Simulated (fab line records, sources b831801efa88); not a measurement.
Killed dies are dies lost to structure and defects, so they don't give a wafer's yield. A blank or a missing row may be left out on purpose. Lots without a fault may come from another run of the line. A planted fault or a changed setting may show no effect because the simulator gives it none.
Which tool did it? | flow sky130 | 11 lots, 32 wafers sampled, at 5 steps of a route of 708

WHAT THE GAUGES READ, wafer by wafer
SKY_METAL2_THK_MEAS_06: measures by xrf.
lot  | measured     | on            | METAL2_ALCU_THK (nm)
L978 | day 35 20:40 | film_metro-04 | 244 248 243
L980 | day 36 14:16 | film_metro-04 | 246 246 246
L982 | day 36 15:40 | film_metro-02 | 278 274 276
L981 | day 36 17:15 | film_metro-02 | 281 279 279
L983 | day 36 21:38 | film_metro-01 | 242 240 237
L987 | day 37 20:17 | film_metro-02 | 239 239 240
L988 | day 38 08:23 | film_metro-02 | 239 240 242
L990 | day 38 17:32 | film_metro-02 | 239 240 240
L992 | day 39 08:38 | film_metro-04 | 250 250
L993 | day 40 04:08 | film_metro-02 | 240 239 240
L994 | day 40 10:44 | film_metro-02 | 241 242 240

WHICH TOOL RAN EACH LOT (tool, then ch and the chambers of the sampled wafers, then the start)
lot  | SKY_CONTACT_CMP_27            | SKY_METAL1_SPUTTER_02        | SKY_VIA1_CVD_21               | SKY_METAL2_SPUTTER_04
L978 | cmp-02 ch 0,3, day 33 10:41   | pvd_sputter-04, day 33 11:01 | cvd_w-02 ch 0,1, day 35 19:41 | pvd_sputter-02, day 35 20:23
L980 | cmp-02 ch 0,2,3, day 34 06:57 | pvd_sputter-04, day 34 07:15 | cvd_w-01 ch 0, day 36 13:20   | pvd_sputter-03, day 36 14:05
L982 | cmp-01 ch 0,2,3, day 34 08:13 | pvd_sputter-02, day 34 08:31 | cvd_w-02 ch 0, day 36 14:50   | pvd_sputter-02, day 36 15:30
L981 | cmp-01 ch 1,2,3, day 34 09:40 | pvd_sputter-04, day 34 10:01 | cvd_w-01 ch 0,1, day 36 16:25 | pvd_sputter-03, day 36 17:05
L983 | cmp-01 ch 0,2, day 34 12:49   | pvd_sputter-02, day 34 13:06 | cvd_w-01 ch 0, day 36 20:48   | pvd_sputter-03, day 36 21:28
L987 | cmp-01 ch 1,2,3, day 35 13:34 | pvd_sputter-02, day 35 13:55 | cvd_w-01 ch 0,1, day 37 19:26 | pvd_sputter-03, day 37 20:07
L988 | cmp-02 ch 0,1,3, day 36 01:10 | pvd_sputter-02, day 36 01:22 | cvd_w-02 ch 0,1, day 38 07:32 | pvd_sputter-03, day 38 08:13
L990 | cmp-02 ch 0,2, day 36 10:58   | pvd_sputter-03, day 36 11:20 | cvd_w-02 ch 0, day 38 16:42   | pvd_sputter-02, day 38 17:22
L992 | cmp-01 ch 0,1, day 37 02:36   | pvd_sputter-02, day 37 02:48 | cvd_w-02 ch 0, day 39 07:48   | pvd_sputter-03, day 39 08:26
L993 | cmp-02 ch 1,2, day 37 22:52   | pvd_sputter-04, day 37 23:13 | cvd_w-01 ch 0,1, day 40 03:19 | pvd_sputter-01, day 40 03:56
L994 | cmp-02 ch 0,1,2, day 38 06:19 | pvd_sputter-02, day 38 06:37 | cvd_w-01 ch 1, day 40 09:53   | pvd_sputter-01, day 40 10:33
- SKY_CONTACT_CMP_27: polishes, stops on SiO2, t overpolish 15 s, target thk 0 nm.
- SKY_METAL1_SPUTTER_02: material AlCu, target thk 250 nm, time 13.8 s.
- SKY_VIA1_CVD_21: deposits W, target thk 270 nm, time 80.902 s.
- SKY_METAL2_SPUTTER_04: material TiN, target thk 70 nm, time 58.3 s.

THE ANSWER, worked out from the rows above alone
Rule: what is usual is taken from the lots themselves. Put in order of their means at a reading, lots are off if they are a third of the lots or fewer, leave a main group of 4 or more, and stand apart from it by a gap of 3 or more times the standard deviation of the main group's means; of several such gaps the widest counts. A main group whose means are all the same, to the digits that the tables above print for the reading, isn't used. A lot without any number at a reading at which 4 lots or more have one is off too. The other lots that the step has rows for count as sound.
Off: L982, L981, at SKY_METAL2_THK_MEAS_06 (METAL2_ALCU_THK). The main group: mean 242 nm, standard deviation 3.6.
A tool fits if, at a process step before that reading, it ran every lot that is off, and no sound lot after the first of them. The gauges at SKY_METAL2_THK_MEAS_06 are tried like those tools. None of those tried fits.

WHAT THE SIMULATOR HAD PUT IN
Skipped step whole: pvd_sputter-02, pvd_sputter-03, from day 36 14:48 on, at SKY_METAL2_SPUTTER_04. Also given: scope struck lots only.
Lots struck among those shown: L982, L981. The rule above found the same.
